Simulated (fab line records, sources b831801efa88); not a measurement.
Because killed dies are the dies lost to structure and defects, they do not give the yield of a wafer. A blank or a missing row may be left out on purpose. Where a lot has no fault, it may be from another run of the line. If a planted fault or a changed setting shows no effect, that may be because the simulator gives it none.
What tool caused it? ; flow gf180mcu ; 18 wafers sampled from 6 lots at 1 step of a route of 602

WHAT THE GAUGES SHOWED, per wafer
GF_SAB_CD_MEAS_09: target cd 420 nm.
lot;measured;on;cd-nm (nm)
L598;day 15 20:00;cd-sem-01;422.4 422.3 424.0
L599;day 16 08:29;cd-sem-01;418.7 419.4 419.6
L601;day 16 22:39;cd-sem-02;419.8 419.8 420.0
L604;day 18 06:20;cd-sem-02;419.9 418.0 420.0
L613;day 21 06:18;cd-sem-01;415.5 416.8 415.9
L617;day 22 15:52;cd-sem-01;420.9 421.0 421.2

WHICH TOOL RAN EACH LOT (tool, then ch and the chambers of the sampled wafers, then the start)
No process step before these readings appears in the record.

THE ANSWER, worked out from the rows above alone
Rule: usual is defined by the lots themselves. Put in order of their means at a reading, lots are off if they are a third of the lots or fewer, leave a main group of 4 or more, and stand apart from it by a gap of 3 or more times the standard deviation of the main group's means; of several such gaps the widest counts. Not used: any main group whose means are identical at the precision the tables above print for the reading. A lot without any number at a reading at which 4 lots or more have one is off too. All remaining lots with rows at the step are treated as sound.
None of the lots is off at any reading shown; this tells nothing.

WHAT THE SIMULATOR HAD PUT IN
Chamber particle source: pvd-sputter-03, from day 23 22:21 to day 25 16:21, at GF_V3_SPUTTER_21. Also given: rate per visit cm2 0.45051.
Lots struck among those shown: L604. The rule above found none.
